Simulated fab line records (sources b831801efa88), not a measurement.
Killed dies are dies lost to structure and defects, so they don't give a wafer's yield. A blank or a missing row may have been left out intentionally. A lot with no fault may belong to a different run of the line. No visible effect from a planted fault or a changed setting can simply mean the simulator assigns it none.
Which tool is to blame?    flow gf180mcu    13 lots, 39 wafers sampled, at 3 steps of a route of 602

## WHAT EACH GAUGE READ, for each wafer
GF_STI_BOW_MEAS_00.
lot   measured     on             INCOMING_BOW (um)
L264  day 1 10:04  film-metro-04  7 -4 8
L265  day 1 15:01  film-metro-01  4 -3 -4
L266  day 1 20:00  film-metro-01  -8 -7 2
L267  day 2 01:00  film-metro-02  6 -2 -5
L268  day 2 06:00  film-metro-04  1 -19 11
L271  day 2 21:00  film-metro-02  -1 6 11
L272  day 3 02:00  film-metro-02  -1 -2 -3
L278  day 4 08:01  film-metro-04  -1 -1 -3
L283  day 5 09:01  film-metro-01  0 8 -8
L284  day 5 14:04  film-metro-02  5 2 7
L285  day 5 19:02  film-metro-02  7 -2 0
L286  day 6 00:00  film-metro-01  8 10 4
L287  day 6 05:01  film-metro-01  0 -8 -2

GF_LVPWELL_OVL_MEAS_07.
lot   measured     on          LVPWELL_OVL (nm)
L264  day 3 21:01  overlay-01  0.3 1.6 2.3
L265  day 4 00:58  overlay-01  -0.1 0.0 0.8
L266  day 4 08:03  overlay-02  -0.7 -0.7 -1.8
L267  day 4 15:21  overlay-01  0.7 -0.7 0.0
L268  day 4 18:00  overlay-01  2.4 3.6 0.7
L271  day 5 10:54  overlay-01  2.4 1.4 3.7
L272  day 5 16:51  overlay-01  1.2 1.8 0.4
L278  day 7 01:54  overlay-01  2.9 3.0 0.8
L283  day 8 09:04  overlay-01  0.1 0.6 0.0
L284  day 8 15:22  overlay-02  1.5 0.5 0.7
L285  day 8 20:46  overlay-01  2.0 1.8 2.6
L286  day 9 00:51  overlay-02  1.4 1.3 2.3
L287  day 9 04:39  overlay-01  2.5 -0.6 2.2

GF_LVPWELL_TW_MEAS_11.
lot   measured     on             LVPWELL_TW
L264  day 3 21:28  film-metro-03  549 549 552
L265  day 4 01:24  film-metro-03  547 546 550
L266  day 4 08:29  film-metro-04  565 564 562
L267  day 4 15:47  film-metro-03  549 547 550
L268  day 4 18:26  film-metro-03  547 546 547
L271  day 5 11:20  film-metro-03  547 547 547
L272  day 5 17:17  film-metro-04  557 562 562
L278  day 7 02:20  film-metro-01  564 561 562
L283  day 8 09:30  film-metro-03  550 550 547
L284  day 8 15:49  film-metro-01  558 555 559
L285  day 8 21:12  film-metro-03  549 549 550
L286  day 9 01:17  film-metro-03  542 541 543
L287  day 9 05:05  film-metro-01  556 557 555

## WHAT TOOL EACH LOT RAN ON (gives the tool, then ch and the chambers of the sampled wafers, and finally the start)
Before these readings, the record contains no process step.

## WHAT THE TOOLS THEMSELVES READ (means of the sampled wafers that have a number; where no wafer has one, the mark that the record gives instead)
The record holds no such reading with a usual standard deviation.

## THE ANSWER, worked out from the rows above alone
Rule: usual is defined by the lots themselves. The widest of any qualifying gaps counts: lots, ordered by their means at a reading, are off when they make up no more than a third of the lots, leave a main group of 4 or more, and stand apart from it by 3 or more times the standard deviation of that group's means. A main group whose means are all the same, to the digits that the tables above print for the reading, isn't used. Also off: a lot with no number at a reading for which 4 or more lots have one. The other lots that the step has rows for count as sound. After the gauges, taken in route order, come the tools' own readings; for these a lot's mean is taken, as printed above. The first step at which some lot is off is used, and at that step the reading that is off furthest; a lot without a number counts as furthest.
None of the lots is off at any reading shown; this tells nothing.

## WHAT THE SIMULATOR HAD INSERTED
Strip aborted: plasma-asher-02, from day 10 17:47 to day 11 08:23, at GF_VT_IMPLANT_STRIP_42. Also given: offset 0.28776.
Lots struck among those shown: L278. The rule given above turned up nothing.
